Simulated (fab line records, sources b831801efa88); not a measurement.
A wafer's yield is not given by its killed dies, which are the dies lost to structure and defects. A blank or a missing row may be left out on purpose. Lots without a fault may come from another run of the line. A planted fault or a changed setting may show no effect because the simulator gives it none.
Which of the tools did it?	flow sky130	Sampling: 11 lots, 33 wafers, 5 of 708 route steps

WHAT THE GAUGES READ, wafer by wafer
SKY_FIELD_ISO_THK_MEAS_04.
lot	measured	on	FIELD_ISO_CVD_03_THK (nm)
L688	day 1 13:58	film_metro-01	155.7 157.1 157.4
L689	day 1 19:27	film_metro-01	159.6 160.5 159.9
L690	day 2 00:55	film_metro-01	158.6 158.0 158.9
L691	day 2 07:41	film_metro-02	159.3 158.4 159.4
L692	day 2 11:52	film_metro-03	156.6 157.1 157.6
L694	day 2 20:48	film_metro-01	161.3 160.5 160.7
L696	day 3 10:17	film_metro-02	159.9 160.3 160.1
L697	day 3 16:19	film_metro-01	135.7 137.5 136.6
L698	day 3 16:20	film_metro-02	135.4 136.0 135.3
L699	day 3 20:55	film_metro-03	137.1 137.0 136.1
L700	day 4 03:17	film_metro-02	140.6 139.7 140.2

SKY_LI_CONTACT_THK_MEAS_01.
lot	measured	on	LI_CONTACT_HDPCVD_THK (nm)
L688	day 27 21:08	film_metro-01	942 923 941
L689	day 27 23:47	film_metro-04	917 931 911
L690	day 28 02:34	film_metro-01	913 905 924
L691	day 29 01:57	film_metro-03	928 921 905
L692	day 29 19:14	film_metro-04	917 905 919
L694	day 32 11:49	film_metro-04	900 900 922
L696	day 32 09:50	film_metro-04	897 902 911
L697	day 32 17:05	film_metro-01	907 898 907
L698	day 32 09:48	film_metro-03	905 905 931
L699	day 32 13:27	film_metro-03	912 909 929
L700	day 32 14:31	film_metro-04	916 915 918

SKY_LI_CONTACT_THK_MEAS_23: measures by xrf.
lot	measured	on	LI_CONTACT_W_THK (nm)
L688	day 29 03:33	film_metro-04	410 397 399
L689	day 29 05:06	film_metro-04	397 407 396
L690	day 29 08:35	film_metro-04	404 399 405
L691	day 30 07:24	film_metro-01	400 386 381
L692	day 30 23:50	film_metro-04	393 383 387
L694	day 33 14:59	film_metro-03	397 381 391
L696	day 33 14:03	film_metro-01	400 404 402
L697	day 33 20:20	film_metro-03	394 397 389
L698	day 33 14:13	film_metro-03	388 389 391
L699	day 33 17:26	film_metro-01	410 408 401
L700	day 33 19:01	film_metro-04	392 395 396

EACH LOT AND THE TOOL THAT RAN IT (in order: tool; ch and the chambers of the sampled wafers; start)
lot	SKY_FIELD_ISO_CVD_03	SKY_FIELD_ISO_ETCH_15
L688	lpcvd-02 ch 0, day 1 12:10	rie_diel-03 ch 0,1,2, day 2 05:13
L689	lpcvd-02 ch 0, day 1 17:40	rie_diel-03 ch 0,1,2, day 2 10:09
L690	lpcvd-02 ch 0, day 1 23:07	rie_diel-01 ch 1,2,3, day 2 15:41
L691	lpcvd-02 ch 1, day 2 05:53	rie_diel-01 ch 0,1, day 2 23:34
L692	lpcvd-02 ch 0, day 2 10:05	rie_diel-04 ch 1,3, day 3 03:13
L694	lpcvd-02 ch 1, day 2 19:01	rie_diel-04 ch 2,3, day 3 12:41
L696	lpcvd-02 ch 0, day 3 08:30	rie_diel-03 ch 0,2,3, day 4 02:21
L697	lpcvd-02 ch 1, day 3 14:32	rie_diel-03 ch 1,3, day 4 08:54
L698	lpcvd-02 ch 1, day 3 14:32	rie_diel-01 ch 1,2, day 4 09:01
L699	lpcvd-02 ch 1, day 3 19:07	rie_diel-03 ch 1,2, day 4 13:52
L700	lpcvd-02 ch 0, day 4 01:30	rie_diel-04 ch 0,1,3, day 4 20:41
- SKY_FIELD_ISO_CVD_03: deposits Si3N4 from DCS/NH3, target thk 165 nm, time 2742 s.
- SKY_FIELD_ISO_ETCH_15: etches the open film in CHF3/O2, stops on Si, target depth 180 nm, time 72 s.

AS READ BY THE TOOLS THEMSELVES (means over the sampled wafers that have a number; for cases with no such wafer, the mark the record gives instead)
SKY_FIELD_ISO_CVD_03.
lot	tool	spike_tc_upper_C (C)
L688	lpcvd-02	769.0
L689	lpcvd-02	768.7
L690	lpcvd-02	769.8
L691	lpcvd-02	769.9
L692	lpcvd-02	769.2
L694	lpcvd-02	771.1
L696	lpcvd-02	769.5
L697	lpcvd-02	771.7
L698	lpcvd-02	770.7
L699	lpcvd-02	770.9
L700	lpcvd-02	768.8

SKY_FIELD_ISO_ETCH_15.
lot	tool	drypump_motor_current_A (A)	oes_product_au (a.u.)	throttle_valve_pct (%)
L688	rie_diel-03	5.5	0.916	8.826
L689	rie_diel-03	5.5	0.933	8.851
L690	rie_diel-01	5.6	0.925	8.844
L691	rie_diel-01	5.6	0.920	8.834
L692	rie_diel-04	5.4	0.919	8.839
L694	rie_diel-04	6.0	0.931	8.840
L696	rie_diel-03	5.9	0.929	8.840
L697	rie_diel-03	5.5	0.848	8.824
L698	rie_diel-01	5.8	0.845	8.816
L699	rie_diel-03	5.4	0.852	8.810
L700	rie_diel-04	5.2	0.862	8.821

THE ANSWER, worked out from the rows above alone
Rule: the lots themselves supply what counts as usual. Put in order of their means at a reading, lots are off if they are a third of the lots or fewer, leave a main group of 4 or more, and stand apart from it by a gap of 3 or more times the standard deviation of the main group's means; of several such gaps the widest counts. If all means in a main group match to the digits the tables above print for the reading, that group is not used. A lot without any number at a reading at which 4 lots or more have one is off too. Where the step has rows for the other lots, those lots are counted as sound. After the gauges, taken in route order, come the tools' own readings; for these a lot's mean is taken, as printed above. At the first step where some lot is off, the reading lying furthest off is the one used; lots without a number count as furthest.
Across all readings shown, no lot is off: no conclusion can be drawn from this.

WHAT WAS PUT IN BY THE SIMULATOR
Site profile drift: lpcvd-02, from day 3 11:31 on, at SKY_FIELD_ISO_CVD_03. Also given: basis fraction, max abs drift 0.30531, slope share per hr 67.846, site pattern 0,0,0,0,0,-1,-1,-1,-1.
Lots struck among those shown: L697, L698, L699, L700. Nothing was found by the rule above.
